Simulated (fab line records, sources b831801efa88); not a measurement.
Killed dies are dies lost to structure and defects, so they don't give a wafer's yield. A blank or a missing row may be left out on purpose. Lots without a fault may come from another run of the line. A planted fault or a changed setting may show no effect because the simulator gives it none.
A struck lot beside a sound one | flow sky130 | 44 steps out of a route of 708
Sound: wafers L809.1, L809.2, L809.5. Struck: wafer L802.3. (L802.2, L802.5 of the same lot were not struck and are left out.) The cause comes at the end.
At each step with rows: each side's tool, then ch and its chambers, then its first start. Under that, the readings that differ: sound wafers | struck wafers | difference of the means | sigmas: that difference in standard deviations of wafers without a fault.
alike: readings whose means differ by less than 2 such deviations, and words and numbers that are the same on both sides. not compared: withheld readings, readings that some wafer has no value for, bounds like >300 that may hide the same value, and numbers for which the record gives no deviation and whose values overlap.
The two part at a step that has a row with sigmas, a row that says differs or no value, or rows on one side only. Numbers that don't overlap but have no deviation are shown without sigmas and don't part them. A reading that every wafer of one side lacks parts them only if that side has two wafers or more.

first, 2 steps without rows for these wafers: SKY_DNWELL_DEVELOP_06 (develop time 60 s); SKY_DNWELL_IMPLANT_07.
SKY_DNWELL_STRIP_08: strips in O2/N2.
  sound on plasma_asher-03 ch 0,1, day 7 12:31; struck on plasma_asher-01 ch 1, day 5 20:06
  reading                      | sound             | struck | difference | sigmas
  strip_time_to_endpoint_s (s) | 36.85 37.08 36.98 | 36.71  | -0.26      | -2
  alike: drypump_motor_current_A, oes_product_au
  not compared: rf_hours_counter_h
SKY_DNWELL_TW_MEAS_09:
  sound on film_metro-03, day 7 12:37; struck on film_metro-02, day 5 20:13
  alike: DNWELL_TW
then, 7 steps without rows for these wafers: SKY_PWDE_DEHYDRATE_00 (time 60 s); SKY_PWDE_HMDS_01 (prime time 60 s); SKY_PWDE_COAT_02 (resist thk 3000 nm); SKY_PWDE_SOFTBAKE_03; SKY_PWDE_EXPOSE_04 (exposes mask PWDEM, target cd 840 nm); SKY_PWDE_PEB_05; SKY_PWDE_DEVELOP_06 (develop time 60 s).
SKY_PWDE_OVL_MEAS_07:
  sound on overlay-01, day 8 08:56; struck on overlay-01, day 6 15:30
  alike: PWDE_OVL
SKY_PWDE_IMPLANT_08:
  sound on implanter-01 ch 0, day 8 08:59; struck on implanter-02 ch 0, day 6 15:33
  reading            | sound           | struck | difference | sigmas
  beam_on_s (s)      | 9.97 9.79 10.15 | 12.45  | +2.48      | +11
  faraday_current_uA | 20.4 20.7 20.0  | 16.3   | -4.1       | -9
SKY_PWDE_STRIP_09: strips in O2/N2.
  sound on plasma_asher-04 ch 0,1, day 8 09:08; struck on plasma_asher-01 ch 1, day 6 15:41
  reading                      | sound             | struck | difference | sigmas
  strip_time_to_endpoint_s (s) | 36.76 36.66 36.82 | 37.00  | +0.25      | +2
  alike: drypump_motor_current_A, oes_product_au
  not compared: rf_hours_counter_h
SKY_PWDE_TW_MEAS_10:
  sound on film_metro-04, day 8 09:14; struck on film_metro-03, day 6 15:47
  reading | sound             | struck | difference | sigmas
  PWDE_TW | 378.9 373.7 376.0 | 400.0  | +23.8      | +10
then, 7 steps without rows for these wafers: SKY_NWELL_DEHYDRATE_03 (time 60 s); SKY_NWELL_HMDS_04 (prime time 60 s); SKY_NWELL_COAT_05 (resist thk 3000 nm); SKY_NWELL_SOFTBAKE_06; SKY_NWELL_EXPOSE_07 (exposes mask NWM, target cd 840 nm); SKY_NWELL_PEB_08; SKY_NWELL_DEVELOP_09 (develop time 60 s).
SKY_NWELL_OVL_MEAS_10:
  sound on overlay-02, day 9 06:54; struck on overlay-01, day 7 11:23
  reading           | sound       | struck | difference | sigmas
  NWELL_00_OVL (nm) | 2.3 1.2 3.4 | -2.0   | -4.3       | -2
then, 3 steps without rows for these wafers: SKY_NWELL_IMPLANT_11; SKY_NWELL_IMPLANT_12; SKY_NWELL_IMPLANT_13.
SKY_NWELL_STRIP_14: strips in O2/N2.
  sound on plasma_asher-02 ch 0,1, day 9 07:23; struck on plasma_asher-03 ch 0, day 7 11:52
  alike: drypump_motor_current_A, oes_product_au, strip_time_to_endpoint_s
  not compared: rf_hours_counter_h
SKY_NWELL_TW_MEAS_15:
  sound on film_metro-03, day 9 07:29; struck on film_metro-02, day 7 11:58
  alike: NWELL_TW
then, 7 steps without rows for these wafers: SKY_NWELL_DEHYDRATE_16 (time 60 s); SKY_NWELL_HMDS_17 (prime time 60 s); SKY_NWELL_COAT_18 (resist thk 3000 nm); SKY_NWELL_SOFTBAKE_19; SKY_NWELL_EXPOSE_20 (exposes mask NWM COMPLEMENT, target cd 840 nm); SKY_NWELL_PEB_21; SKY_NWELL_DEVELOP_22 (develop time 60 s).
SKY_NWELL_OVL_MEAS_23:
  sound on overlay-02, day 10 04:45; struck on overlay-01, day 8 08:21
  reading           | sound       | struck | difference | sigmas
  NWELL_01_OVL (nm) | 0.9 1.5 2.6 | -2.0   | -3.7       | -3
then, 1 step without rows for these wafers: SKY_NWELL_IMPLANT_24.
SKY_NWELL_STRIP_25: strips in O2/N2.
  sound on plasma_asher-03 ch 0,1, day 10 04:56; struck on plasma_asher-01 ch 0, day 8 08:32
  alike: drypump_motor_current_A, oes_product_au, strip_time_to_endpoint_s
  not compared: rf_hours_counter_h
SKY_NWELL_TW_MEAS_26:
  sound on film_metro-02, day 10 05:02; struck on film_metro-04, day 8 08:38
  reading    | sound             | struck | difference | sigmas
  NWELL_2_TW | 494.2 491.4 493.3 | 501.1  | +8.1       | +3
then, 1 step without rows for these wafers: SKY_NWELL_CLEAN_27 (cleans in SC1/SC2, time 150 s).
SKY_NWELL_RTA_28: time 30 s.
  sound on rtp_anneal-01 ch 0, day 10 05:09; struck on rtp_anneal-01 ch 0, day 8 08:46
  alike: lamp_power_pct, wafer_temp_C_max
SKY_NWELL_RS_MEAS_29: measures by four-point-probe.
  sound on film_metro-03, day 10 05:15; struck on film_metro-02, day 8 08:52
  alike: NWELL_RS
SKY_NWELL_RS_MEAS_31: measures by four-point-probe.
  sound on film_metro-03, day 10 05:29; struck on film_metro-02, day 8 09:06
  reading          | sound          | struck | difference | sigmas
  PWDE_RS (ohm/sq) | 5291 5299 5289 | 4438   | -855       | -48
-- the record jumps here: 40 days lie between the struck wafers' starts before and after (it left off in module NWELL and takes up again in module PAD_OPEN, whose first step shown is number 708 of the route) --
SKY_PAD_OPEN_PROBE_99:
  sound on prober-01, day 50 03:32; struck on prober-02, day 48 16:43
  reading                                   | sound                         | struck | difference | sigmas
  killed_at_other                           | 0 0 0                         | 2      | +2         | +3
  model.etest.res_p_drift_20v.line_ohm_um   | 1.112e+04 1.153e+04 1.142e+04 | 9638   | -1719      |
  model.etest.res_p_drift_20v.rs_ohm_sq     | 9485 9634 9594                | 8091   | -1480      |
  model.etest.res_pwde_under_gate.rs_ohm_sq | 6256 6232 6213                | 5074   | -1160      |
  alike: killed_at_M0_to_M3, killed_at_M4_up, killed_at_contacts, killed_at_front_end, killed_dies, killed_open, killed_short

WHERE THEY PART
First at SKY_DNWELL_STRIP_08; last, within this record, at SKY_PAD_OPEN_PROBE_99.

WHY: what the simulator had put in
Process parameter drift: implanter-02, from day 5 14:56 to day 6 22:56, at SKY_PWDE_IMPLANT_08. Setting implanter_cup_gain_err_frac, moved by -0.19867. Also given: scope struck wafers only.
